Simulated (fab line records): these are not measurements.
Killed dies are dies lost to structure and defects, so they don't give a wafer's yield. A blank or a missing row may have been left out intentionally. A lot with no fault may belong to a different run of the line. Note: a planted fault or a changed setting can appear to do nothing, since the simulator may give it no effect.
Which tool is to blame? / flow gf180mcu / 7 lots, 21 wafers sampled, at 1 step of a route of 602

## WHAT THE GAUGES SHOWED, per wafer
GF_HV_LDD_OVL_MEAS_08.
lot=L172; measured=day 11 01:52; on=overlay-01; HV_LDD_OVL (nm)=-0.8 -1.5 0.3
lot=L174; measured=day 11 14:35; on=overlay-01; HV_LDD_OVL (nm)=0.8 -1.0 1.0
lot=L176; measured=day 12 11:37; on=overlay-02; HV_LDD_OVL (nm)=-0.8 -0.3 -1.9
lot=L181; measured=day 13 21:42; on=overlay-01; HV_LDD_OVL (nm)=1.2 2.5 0.2
lot=L185; measured=day 14 21:41; on=overlay-01; HV_LDD_OVL (nm)=1.9 -1.6 -0.6
lot=L189; measured=day 16 05:47; on=overlay-02; HV_LDD_OVL (nm)=1.8 4.3 1.2
lot=L191; measured=day 17 06:35; on=overlay-02; HV_LDD_OVL (nm)=1.1 1.8 1.2

## EACH LOT AND THE TOOL THAT RAN IT (in order: tool; ch and the chambers of the sampled wafers; start)
Record: no process step prior to these readings.

## THE ANSWER, worked out from the rows above alone
Rule: the usual values come from the lots themselves. Put in order of their means at a reading, lots are off if they are a third of the lots or fewer, leave a main group of 4 or more, and stand apart from it by a gap of 3 or more times the standard deviation of the main group's means; of several such gaps the widest counts. Not used: any main group whose means are identical at the precision the tables above print for the reading. Also off: a lot with no number at a reading for which 4 or more lots have one. Where the step has rows for the other lots, those lots are counted as sound.
Nothing can be told from this: no lot is off at any reading shown.

## WHAT THE SIMULATOR HAD PUT IN
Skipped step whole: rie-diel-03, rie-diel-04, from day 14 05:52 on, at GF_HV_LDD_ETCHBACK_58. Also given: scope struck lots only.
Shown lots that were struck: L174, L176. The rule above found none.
